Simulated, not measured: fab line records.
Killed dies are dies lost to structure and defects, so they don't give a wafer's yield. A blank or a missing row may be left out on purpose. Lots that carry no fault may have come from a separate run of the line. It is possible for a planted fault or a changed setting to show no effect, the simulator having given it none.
fab line records ; flow sky130
[record] lots = 11; wafers = 33; lastDay = 50
route steps=708 shown CONTACT@406 METAL1@436 PAD_OPEN@708
lots that met no fault: taken from a fault-free run of the same line
startH: hours from the record's first day to the start of the lot's first wafer shown ; waitH: hours elapsed since this lot's preceding step ; " same as the row above ; L1.1+2: several wafers, shown together as one row ; - no value, or no start was given ; * or withheld: withheld ; < > ~ a bound
route shown NAME@n: names a module that has steps shown in the file, with the first one's number in the route ; usual: mean/standard deviation of fault-free wafers ; same: alike in all rows ; chamber/n: place in a boat ; sites: per-site readings ; _std_site: the standard deviation of these ; _edge_site: the outer-site mean with the inner-site mean subtracted ; radiusMm: how far each site lies from the wafer's centre ; mask NAME#n: copy n ; behind: the tool/chamber that last shaped the wafer ; hold: reason for holding the lot/hours on hold/outcome of the hold ; device: names the non-switching transistor (n, p or np) ; end of line: tests run on the same wafers once the route is complete ; step lacking rows: just its recipe ; killed: dies lost to structure and defects at the first sort, not the wafer's yield ; map: dies across one wafer; x = killed, . = not, _ = none there
set.NAME: the setting as run; set.NAME@STEP: as run at that earlier step ; model.NAME: the simulator's own value behind a step, which no gauge read
steps of the route over a sample of lots; a table a step, a row a wafer
services: the hour from which a tool's chamber was out of use, counted from the record's first day as startH (under 0 if before that day), plus the number of hours and why
[[steps]]
[step SKY_CONTACT_CVD_00]
[recipe] material = Si3N4; targetThkNm = 75; tempC = 400; timeS = withheld; rfW = 450
[usual] heaterPowerW = 738/75
lot.wafer;tool;chamber;startH;waitH;heaterPowerW
L904.2;pecvd-01;0;697.18;0.0;705
L904.4;pecvd-01;0;697.18;0.0;670
L904.5;pecvd-01;1;697.18;0.0;695
L907.1;pecvd-04;0;743.19;0.0;694
L907.3;pecvd-04;1;743.19;0.0;873
L907.6;pecvd-04;0;743.19;0.0;702
L909.2;pecvd-04;0;754.21;0.0;790
L909.5;pecvd-04;0;754.21;0.0;777
L909.6;pecvd-04;2;754.21;0.0;818
L908.3;pecvd-01;2;755.23;0.0;640
L908.5;pecvd-01;0;755.23;0.0;685
L908.6;pecvd-01;1;755.23;0.0;714
L910.2;pecvd-02;2;762.91;0.0;814
L910.4;pecvd-02;1;762.91;0.0;689
L910.6;pecvd-02;0;762.91;0.0;773
L911.1;pecvd-04;0;765.61;0.0;843
L911.2;pecvd-04;2;765.61;0.0;834
L911.3;pecvd-04;1;765.61;0.0;884
L912.1;pecvd-02;0;777.21;0.0;755
L912.4;pecvd-02;0;777.21;0.0;766
L912.5;pecvd-02;2;777.21;0.0;762
L915.1;pecvd-02;1;802.66;0.0;666
L915.2;pecvd-02;0;802.66;0.0;649
L915.4;pecvd-02;0;802.66;0.0;665
L919.1;pecvd-01;2;825.73;0.0;761
L919.2;pecvd-01;1;825.73;0.0;800
L919.6;pecvd-01;1;825.73;0.0;797
L923.1;pecvd-02;1;879.36;0.0;672
L923.4;pecvd-02;0;879.36;0.0;652
L923.5;pecvd-02;1;879.36;0.0;677
L926.2;pecvd-01;1;882.79;0.0;655
L926.3;pecvd-01;2;882.79;0.0;764
L926.5;pecvd-01;1;882.79;0.0;677
[step SKY_CONTACT_THK_MEAS_01]
[recipe] reads = Si3N4_of_CONTACT_CVD_00
[usual] CONTACT_CVD_00_THK = 74.8/1.1
lot.wafer;tool;chamber;startH;waitH;CONTACT_CVD_00_THK[nm]
L904.2;filmMetro-04;-;697.22;-;74.6
L904.4;filmMetro-04;-;697.22;-;75.6
L904.5;filmMetro-04;-;697.22;-;75.7
L907.1;filmMetro-01;-;743.23;-;74.1
L907.3;filmMetro-01;-;743.23;-;73.5
L907.6;filmMetro-01;-;743.23;-;74.4
L909.2;filmMetro-01;-;754.25;-;73.8
L909.5;filmMetro-01;-;754.25;-;75.8
L909.6;filmMetro-01;-;754.25;-;75.9
L908.3;filmMetro-03;-;755.28;-;76.0
L908.5;filmMetro-03;-;755.28;-;76.9
L908.6;filmMetro-03;-;755.28;-;76.9
L910.2;filmMetro-03;-;762.96;-;75.1
L910.4;filmMetro-03;-;762.96;-;75.7
L910.6;filmMetro-03;-;762.96;-;74.5
L911.1;filmMetro-01;-;765.64;-;73.9
L911.2;filmMetro-01;-;765.64;-;74.9
L911.3;filmMetro-01;-;765.64;-;74.1
L912.1;filmMetro-01;-;777.25;-;74.7
L912.4;filmMetro-01;-;777.25;-;74.9
L912.5;filmMetro-01;-;777.25;-;75.6
L915.1;filmMetro-01;-;802.70;-;74.0
L915.2;filmMetro-01;-;802.70;-;74.1
L915.4;filmMetro-01;-;802.70;-;74.6
L919.1;filmMetro-01;-;825.76;-;74.6
L919.2;filmMetro-01;-;825.76;-;74.0
L919.6;filmMetro-01;-;825.76;-;74.7
L923.1;filmMetro-01;-;879.40;-;72.6
L923.4;filmMetro-01;-;879.40;-;73.7
L923.5;filmMetro-01;-;879.40;-;74.2
L926.2;filmMetro-03;-;882.84;-;72.9
L926.3;filmMetro-03;-;882.84;-;73.6
L926.5;filmMetro-03;-;882.84;-;73.2
[step SKY_METAL1_SPUTTER_02]
[recipe] material = AlCu; targetThkNm = 250; powerW = 10600; timeS = 13.3; chamberPressurePa = 0.4
[usual] cathodeDcPowerW = 10600/1.8; throttleValvePct = 30.0/1.2
[same] timeS = 13.3
lot.wafer;tool;chamber;startH;waitH;cathodeDcPowerW;throttleValvePct
L904.2;pvdSputter-02;-;726.65;0.0;10602;32.2
L904.4;pvdSputter-02;-;726.65;0.0;10603;30.8
L904.5;pvdSputter-02;-;726.65;0.0;10602;30.8
L907.1;pvdSputter-03;-;772.38;0.0;10602;29.7
L907.3;pvdSputter-03;-;772.38;0.0;10601;29.6
L907.6;pvdSputter-03;-;772.38;0.0;10592;27.7
L909.2;pvdSputter-01;-;783.46;0.0;10599;29.1
L909.5;pvdSputter-01;-;783.46;0.0;10598;31.0
L909.6;pvdSputter-01;-;783.46;0.0;10601;31.0
L908.3;pvdSputter-03;-;784.00;0.0;10599;29.7
L908.5;pvdSputter-03;-;784.00;0.0;10598;29.0
L908.6;pvdSputter-03;-;784.00;0.0;10600;28.0
L910.2;pvdSputter-03;-;790.93;0.0;10599;27.7
L910.4;pvdSputter-03;-;790.93;0.0;10597;29.2
L910.6;pvdSputter-03;-;790.93;0.0;10600;27.6
L911.1;pvdSputter-01;-;794.24;0.0;10599;30.9
L911.2;pvdSputter-01;-;794.24;0.0;10602;29.6
L911.3;pvdSputter-01;-;794.24;0.0;10599;30.8
L912.1;pvdSputter-03;-;805.84;0.0;10601;29.2
L912.4;pvdSputter-03;-;805.84;0.0;10598;27.8
L912.5;pvdSputter-03;-;805.84;0.0;10602;30.3
L915.1;pvdSputter-01;-;831.18;0.0;10603;29.6
L915.2;pvdSputter-01;-;831.18;0.0;10600;31.0
L915.4;pvdSputter-01;-;831.18;0.0;10598;31.1
L919.1;pvdSputter-02;-;854.54;0.0;10602;28.5
L919.2;pvdSputter-02;-;854.54;0.0;10599;32.2
L919.6;pvdSputter-02;-;854.54;0.0;10599;30.7
L923.1;pvdSputter-01;-;905.99;0.0;10599;29.3
L923.4;pvdSputter-01;-;905.99;0.0;10603;29.6
L923.5;pvdSputter-01;-;905.99;0.0;9841.1;30.8
L926.2;pvdSputter-02;-;910.15;0.0;10600;28.5
L926.3;pvdSputter-02;-;910.15;0.0;10599;30.6
L926.5;pvdSputter-02;-;910.15;0.0;10599;30.7
[step SKY_METAL1_SPUTTER_04]
[recipe] material = TiN; targetThkNm = 70; powerW = 6500; timeS = 58.3; chamberPressurePa = 0.4
[usual] cathodeDcPowerW = 6499.9/1.2; throttleValvePct = 30.0/1.3
[same] timeS = 58.3
lot.wafer;tool;chamber;startH;waitH;cathodeDcPowerW;throttleValvePct
L904.2;pvdSputter-02;-;726.69;0.0;6499.9;31.6
L904.4;pvdSputter-02;-;726.69;0.0;6500.9;31.1
L904.5;pvdSputter-02;-;726.69;0.0;6497.7;30.9
L907.1;pvdSputter-03;-;772.42;0.0;6503.9;29.7
L907.3;pvdSputter-03;-;772.42;0.0;6499.8;29.5
L907.6;pvdSputter-03;-;772.42;0.0;6500.5;27.7
L909.2;pvdSputter-01;-;783.51;0.0;6501.4;29.0
L909.5;pvdSputter-01;-;783.51;0.0;6499.2;30.9
L909.6;pvdSputter-01;-;783.51;0.0;6500.2;31.0
L908.3;pvdSputter-03;-;784.04;0.0;6501.7;29.6
L908.5;pvdSputter-03;-;784.04;0.0;6498.6;29.4
L908.6;pvdSputter-03;-;784.04;0.0;6500.4;27.7
L910.2;pvdSputter-03;-;790.97;0.0;6498.9;27.4
L910.4;pvdSputter-03;-;790.97;0.0;6499.4;29.1
L910.6;pvdSputter-03;-;790.97;0.0;6499.4;27.7
L911.1;pvdSputter-01;-;794.28;0.0;6498.1;31.0
L911.2;pvdSputter-01;-;794.28;0.0;6499.4;29.4
L911.3;pvdSputter-01;-;794.28;0.0;6499.8;30.8
L912.1;pvdSputter-03;-;805.88;0.0;6502.8;29.4
L912.4;pvdSputter-03;-;805.88;0.0;6498.0;27.5
L912.5;pvdSputter-03;-;805.88;0.0;6501.4;30.3
L915.1;pvdSputter-01;-;831.22;0.0;6499.2;29.2
L915.2;pvdSputter-01;-;831.22;0.0;6500.4;31.1
L915.4;pvdSputter-01;-;831.22;0.0;6499.6;31.2
L919.1;pvdSputter-02;-;854.58;0.0;6500.1;28.3
L919.2;pvdSputter-02;-;854.58;0.0;6499.4;32.1
L919.6;pvdSputter-02;-;854.58;0.0;6502.4;30.9
L923.1;pvdSputter-01;-;906.03;0.0;6500.0;29.4
L923.4;pvdSputter-01;-;906.03;0.0;6499.8;29.4
L923.5;pvdSputter-01;-;906.03;0.0;6499.7;31.1
L926.2;pvdSputter-02;-;910.19;0.0;6500.9;28.5
L926.3;pvdSputter-02;-;910.19;0.0;6502.0;31.0
L926.5;pvdSputter-02;-;910.19;0.0;6500.2;31.1
[step SKY_METAL1_RS_MEAS_05]
[recipe] thkMeasGauge = four-point-probe; reads = TiN_of_METAL1_SPUTTER_04+Ti_of_METAL1_SPUTTER_03+AlCu_of_METAL1_SPUTTER_02+TiN_of_METAL1_SPUTTER_01+Ti_of_METAL1_SPUTTER_00
[usual] METAL1_ALCU_RS = 0.1266/0.0021
lot.wafer;tool;chamber;startH;waitH;METAL1_ALCU_RS[ohm/sq]
L904.2;filmMetro-03;-;726.76;0.0;0.1307
L904.4;filmMetro-03;-;726.76;0.0;0.1255
L904.5;filmMetro-03;-;726.76;0.0;0.1256
L907.1;filmMetro-03;-;772.47;0.0;0.1247
L907.3;filmMetro-03;-;772.47;0.0;0.1259
L907.6;filmMetro-03;-;772.47;0.0;0.1260
L909.2;filmMetro-02;-;783.65;0.1;0.1278
L909.5;filmMetro-02;-;783.65;0.1;0.1301
L909.6;filmMetro-02;-;783.65;0.1;0.1299
L908.3;filmMetro-02;-;784.13;0.1;0.1259
L908.5;filmMetro-02;-;784.13;0.1;0.1281
L908.6;filmMetro-02;-;784.13;0.1;0.1259
L910.2;filmMetro-03;-;791.04;0.0;0.1262
L910.4;filmMetro-03;-;791.04;0.0;0.1268
L910.6;filmMetro-03;-;791.04;0.0;0.1255
L911.1;filmMetro-02;-;794.33;0.0;0.1311
L911.2;filmMetro-02;-;794.33;0.0;0.1283
L911.3;filmMetro-02;-;794.33;0.0;0.1294
L912.1;filmMetro-02;-;805.93;0.0;0.1260
L912.4;filmMetro-02;-;805.93;0.0;0.1267
L912.5;filmMetro-02;-;805.93;0.0;0.1279
L915.1;filmMetro-02;-;831.27;0.0;0.1253
L915.2;filmMetro-02;-;831.27;0.0;0.1278
L915.4;filmMetro-02;-;831.27;0.0;0.1265
L919.1;filmMetro-02;-;854.63;0.0;0.1245
L919.2;filmMetro-02;-;854.63;0.0;0.1298
L919.6;filmMetro-02;-;854.63;0.0;0.1256
L923.1;filmMetro-03;-;906.08;0.0;0.1255
L923.4;filmMetro-03;-;906.08;0.0;0.1254
L923.5;filmMetro-03;-;906.08;0.0;0.1365
L926.2;filmMetro-04;-;910.26;0.0;0.1248
L926.3;filmMetro-04;-;910.26;0.0;0.1243
L926.5;filmMetro-04;-;910.26;0.0;0.1245
[step SKY_METAL1_THK_MEAS_06]
[recipe] thkMeasGauge = xrf; reads = AlCu_of_METAL1_SPUTTER_02
[usual] METAL1_ALCU_THK = 251/4.4
lot.wafer;tool;chamber;startH;waitH;METAL1_ALCU_THK[nm]
L904.2;filmMetro-03;-;726.87;0.1;243
L904.4;filmMetro-03;-;726.87;0.1;252
L904.5;filmMetro-03;-;726.87;0.1;252
L907.1;filmMetro-03;-;772.59;0.1;254
L907.3;filmMetro-03;-;772.59;0.1;251
L907.6;filmMetro-03;-;772.59;0.1;251
L909.2;filmMetro-02;-;783.76;0.1;249
L909.5;filmMetro-02;-;783.76;0.1;245
L909.6;filmMetro-02;-;783.76;0.1;246
L908.3;filmMetro-02;-;784.23;0.1;257
L908.5;filmMetro-02;-;784.23;0.1;249
L908.6;filmMetro-02;-;784.23;0.1;255
L910.2;filmMetro-03;-;791.15;0.1;250
L910.4;filmMetro-03;-;791.15;0.1;249
L910.6;filmMetro-03;-;791.15;0.1;251
L911.1;filmMetro-02;-;794.45;0.1;242
L911.2;filmMetro-02;-;794.45;0.1;248
L911.3;filmMetro-02;-;794.45;0.1;247
L912.1;filmMetro-02;-;806.05;0.1;254
L912.4;filmMetro-02;-;806.05;0.1;251
L912.5;filmMetro-02;-;806.05;0.1;247
L915.1;filmMetro-02;-;831.39;0.1;256
L915.2;filmMetro-02;-;831.39;0.1;251
L915.4;filmMetro-02;-;831.39;0.1;253
L919.1;filmMetro-02;-;854.75;0.1;256
L919.2;filmMetro-02;-;854.75;0.1;246
L919.6;filmMetro-02;-;854.75;0.1;257
L923.1;filmMetro-03;-;906.20;0.1;254
L923.4;filmMetro-03;-;906.20;0.1;255
L923.5;filmMetro-03;-;906.20;0.1;233
L926.2;filmMetro-04;-;910.37;0.1;252
L926.3;filmMetro-04;-;910.37;0.1;251
L926.5;filmMetro-04;-;910.37;0.1;253
[step SKY_PAD_OPEN_PROBE_99]
[usual] defectLimitedYield = 82.5/1.9; killed_at_M0_to_M3 = 43/6.6; killed_at_M4_up = 3.0/1.8; killedAtContacts = 24/5.1; killedAtFrontEnd = 16/4.5; killedAtOther = 0.3/0.67; killedDies = 86/9.3; killedOpen = 47/6.9; killedShort = 39/6.6; sort_bin_3_pad_short = 0.9/0.41; sort_bin_5_function = 10.4/1.4; sort_bin_6_memory = 6.2/1.1; sortNPass = 406/9.3; sortYieldPct = 82.5/1.9
[same] grossDies = 492; killedAtBackSide = 0; sort_bin_4_leakage[%] = 0; sort_bin_8_speed[%] = 0
lot.wafer;tool;chamber;startH;waitH;defectLimitedYield[%];killed_at_M0_to_M3;killed_at_M4_up;killedAtContacts;killedAtFrontEnd;killedAtOther;killedDies;killedOpen;killedShort;sort_bin_3_pad_short[%];sort_bin_5_function[%];sort_bin_6_memory[%];sortNPass;sortYieldPct[%]
L907.1;prober-02;-;1103.62;0.1;82.9;39;6;24;14;1;84;42;41;0.6;9.1;7.3;408;82.9
L907.3;prober-02;-;1103.72;0.2;84.3;40;6;17;14;0;77;41;35;0.8;8.7;6.1;415;84.3
L907.6;prober-02;-;1103.87;0.2;81.9;32;2;29;22;4;89;43;43;1.4;8.5;8.1;403;81.9
L909.2;prober-02;-;1108.08;0.1;83.7;41;2;20;15;2;80;39;41;1.0;7.7;7.5;412;83.7
L909.5;prober-02;-;1108.23;0.2;82.1;50;4;17;17;0;88;46;41;1.2;10.8;5.9;404;82.1
L909.6;prober-02;-;1108.28;0.2;81.5;47;3;27;14;0;91;54;37;0.6;11.8;6.1;401;81.5
L908.3;prober-02;-;1110.68;0.2;82.9;54;2;16;11;1;84;35;49;0.8;11.0;5.3;408;82.9
L908.5;prober-02;-;1110.78;0.2;81.3;53;1;23;15;0;92;51;41;1.4;10.4;6.9;400;81.3
L908.6;prober-02;-;1110.83;0.2;83.5;49;4;17;11;0;81;40;40;1.0;8.5;6.9;411;83.5
L910.2;prober-01;-;1115.05;0.1;83.5;40;4;14;23;0;81;50;29;0.4;10.6;5.5;411;83.5
L910.4;prober-01;-;1115.15;0.2;84.3;28;1;26;21;1;77;38;39;0.8;10.0;4.9;415;84.3
L910.6;prober-01;-;1115.25;0.2;81.7;46;1;25;18;0;90;47;43;1.0;10.6;6.7;402;81.7
L911.1;prober-02;-;1118.59;0.1;85.2;34;6;18;15;0;73;37;36;1.2;9.1;4.5;419;85.2
L911.2;prober-02;-;1118.64;0.1;79.5;38;5;33;25;0;101;47;54;1.0;12.0;7.5;391;79.5
L911.3;prober-02;-;1118.69;0.2;82.9;52;1;20;11;0;84;39;45;1.0;10.2;5.9;408;82.9
L919.1;prober-02;-;1165.54;0.1;85.2;41;4;19;9;0;73;45;28;0.2;8.5;6.1;419;85.2
L919.2;prober-02;-;1165.59;0.1;81.7;50;7;19;14;0;90;42;48;0.6;11.4;6.3;402;81.7
L919.6;prober-02;-;1165.79;0.2;81.5;50;4;25;11;1;91;53;38;0.8;11.2;6.5;401;81.5
// killed by level:class
L907.1 LI_CONTACT:geometricParticle:open=9 VIA1:geometricParticle:open=9 CONTACT:geometricParticle:open=7 METAL2:geometricParticle:short=7 METAL4:geometricParticle:short=5 POLY_GATE:geometricParticle:open=4 POLY_GATE:geometricParticle:short=4 METAL1:geometricParticle:short=4
L907.3 VIA1:geometricParticle:open=10 METAL1:geometricParticle:short=8 CONTACT:geometricParticle:open=8 FIELD_ISO:geometricParticle:short=7 VIA3:geometricParticle:open=5 POLY_GATE:geometricParticle:open=4 LOCAL_INTERCONNECT:geometricParticle:short=4 VIA2:geometricParticle:open=4
L907.6 LI_CONTACT:geometricParticle:open=8 CONTACT:geometricParticle:open=8 LOCAL_INTERCONNECT:geometricParticle:short=7 FIELD_ISO:geometricParticle:open=6 FIELD_ISO:geometricParticle:short=6 VIA2:geometricParticle:short=6 CONTACT:geometricParticle:short=5 POLY_GATE:geometricParticle:open=4
L909.2 CONTACT:geometricParticle:open=9 VIA2:geometricParticle:open=9 METAL1:geometricParticle:short=6 VIA1:geometricParticle:open=6 POLY_GATE:geometricParticle:short=5 LI_CONTACT:geometricParticle:open=4 METAL2:geometricParticle:short=4 VIA1:geometricParticle:short=4
L909.5 VIA1:geometricParticle:open=13 VIA3:geometricParticle:open=8 POLY_GATE:geometricParticle:short=6 CONTACT:geometricParticle:open=6 VIA1:geometricParticle:short=6 VIA2:geometricParticle:open=6 METAL1:geometricParticle:short=5 CONTACT:geometricParticle:short=5
L909.6 VIA1:geometricParticle:open=10 CONTACT:geometricParticle:open=8 VIA3:geometricParticle:open=8 LI_CONTACT:geometricParticle:open=6 CONTACT:geometricParticle:short=5 VIA2:geometricParticle:open=5 METAL3:geometricParticle:short=5 FIELD_ISO:geometricParticle:open=4
L908.3 VIA1:geometricParticle:open=9 VIA3:geometricParticle:open=9 METAL2:geometricParticle:short=9 METAL1:geometricParticle:short=8 VIA1:geometricParticle:short=8 LOCAL_INTERCONNECT:geometricParticle:short=7 FIELD_ISO:geometricParticle:short=5 LI_CONTACT:geometricParticle:open=4
L908.5 VIA1:geometricParticle:open=12 LOCAL_INTERCONNECT:geometricParticle:short=9 VIA3:geometricParticle:open=9 CONTACT:geometricParticle:open=8 METAL1:geometricParticle:short=8 VIA1:geometricParticle:short=5 VIA2:geometricParticle:open=5 FIELD_ISO:geometricParticle:open=4
L908.6 VIA1:geometricParticle:open=13 VIA3:geometricParticle:open=6 VIA1:geometricParticle:short=6 METAL2:geometricParticle:short=5 VIA3:geometricParticle:short=5 LI_CONTACT:geometricParticle:open=4 LOCAL_INTERCONNECT:geometricParticle:short=4 METAL4:geometricParticle:short=4
L910.2 VIA1:geometricParticle:open=11 VIA2:geometricParticle:open=7 CONTACT:geometricParticle:open=7 VIA3:geometricParticle:open=7 FIELD_ISO:geometricParticle:short=6 FIELD_ISO:geometricParticle:open=5 POLY_GATE:geometricParticle:open=5 METAL1:geometricParticle:short=5
L910.4 CONTACT:geometricParticle:short=11 VIA1:geometricParticle:open=9 FIELD_ISO:geometricParticle:short=8 CONTACT:geometricParticle:open=8 FIELD_ISO:geometricParticle:open=6 POLY_GATE:geometricParticle:open=4 LI_CONTACT:geometricParticle:open=4 METAL2:geometricParticle:short=4
L910.6 CONTACT:geometricParticle:open=11 VIA2:geometricParticle:open=11 LOCAL_INTERCONNECT:geometricParticle:short=7 FIELD_ISO:geometricParticle:open=6 VIA2:geometricParticle:short=6 VIA1:geometricParticle:open=5 VIA1:geometricParticle:short=5 METAL2:geometricParticle:short=5
L911.1 VIA1:geometricParticle:open=7 CONTACT:geometricParticle:open=6 VIA3:geometricParticle:short=6 FIELD_ISO:geometricParticle:short=5 VIA2:geometricParticle:open=5 METAL4:geometricParticle:short=5 FIELD_ISO:geometricParticle:open=4 LI_CONTACT:geometricParticle:short=4
L911.2 CONTACT:geometricParticle:open=11 LI_CONTACT:geometricParticle:open=8 CONTACT:geometricParticle:short=7 METAL2:geometricParticle:short=7 FIELD_ISO:geometricParticle:open=6 POLY_GATE:geometricParticle:short=6 VIA1:geometricParticle:short=6 VIA2:geometricParticle:open=6
L911.3 VIA1:geometricParticle:open=10 CONTACT:geometricParticle:short=6 VIA2:geometricParticle:open=6 VIA1:geometricParticle:short=6 METAL2:geometricParticle:short=6 METAL3:geometricParticle:short=6 VIA3:geometricParticle:open=5 LI_CONTACT:geometricParticle:open=4
L919.1 CONTACT:geometricParticle:open=10 VIA3:geometricParticle:open=8 VIA1:geometricParticle:open=7 VIA2:geometricParticle:short=6 FIELD_ISO:geometricParticle:open=5 LI_CONTACT:geometricParticle:open=4 METAL2:geometricParticle:short=4 VIA2:geometricParticle:open=4
L919.2 METAL1:geometricParticle:short=10 VIA1:geometricParticle:open=10 LI_CONTACT:geometricParticle:open=7 POLY_GATE:geometricParticle:short=6 VIA1:geometricParticle:short=6 METAL4:geometricParticle:short=6 CONTACT:geometricParticle:open=5 VIA2:geometricParticle:open=5
L919.6 VIA1:geometricParticle:open=13 CONTACT:geometricParticle:open=8 METAL2:geometricParticle:short=7 LOCAL_INTERCONNECT:geometricParticle:short=7 METAL1:geometricParticle:short=7 VIA2:geometricParticle:open=7 VIA3:geometricParticle:open=7 LI_CONTACT:geometricParticle:open=6
[[services]]
tool;chamber;startH;hours;kind
pecvd-01;-;688.83;5.5;pm
pvdSputter-02;-;698.35;0.5;repair
pvdSputter-03;-;703.65;0.5;repair
pecvd-02;0;704.74;3.8;repair
pvdSputter-01;2;707.06;-;consumableReplace:kit
pvdSputter-01;2;707.06;18.0;scheduledDown
pvdSputter-01;2;707.06;18.0;ventCycle
pvdSputter-03;-;712.58;5.7;repair
pvdSputter-01;-;725.88;4.9;repair
pvdSputter-01;-;734.98;5.4;repair
pecvd-02;1;739.82;7.6;repair
pecvd-04;-;741.43;0.7;repair
pvdSputter-03;2;819.86;-;consumableReplace:kit
pvdSputter-03;2;819.86;18.0;scheduledDown
pvdSputter-03;2;819.86;18.0;ventCycle
pvdSputter-03;-;821.30;1.0;repair
pvdSputter-03;-;844.45;10.9;repair
pecvd-01;-;846.38;0.6;repair
pecvd-04;-;865.14;0.4;repair
pvdSputter-01;-;880.90;1.8;repair
pecvd-01;1;889.44;13.9;repair
pvdSputter-01;-;893.30;2.2;repair
pvdSputter-02;-;897.00;0.5;repair
pecvd-02;-;910.11;1.3;repair
[[key]]
[firstSign] step = SKY_METAL1_SPUTTER_02; reading = cathodeDcPowerW; direction = down; sigmas = 99+; usual = 10600; struck = 9841.1
[effect] step = SKY_METAL1_RS_MEAS_05; reading = METAL1_ALCU_RS; direction = up; sigmas = 4.8; usual = 0.1266; struck = 0.1365
[effect] step = SKY_METAL1_THK_MEAS_06; reading = METAL1_ALCU_THK; direction = down; sigmas = 4; usual = 251; struck = 233
metAt SKY_METAL1_SPUTTER_02
struckLots L923
struckWafers L923.5
notActingAt SKY_CONTACT_CVD_00,SKY_CONTACT_THK_MEAS_01,SKY_METAL1_SPUTTER_04
onsetBetween 831.18 905.99
[fault] kind = processParameterDrift; tool = pvdSputter-01; chamber = -; onsetH = 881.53; steps = SKY_METAL1_SPUTTER_02; channel = powerW; offset = *; shape = step; endH = 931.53; actsIn = *; stated = *; scope = struckWafersOnly
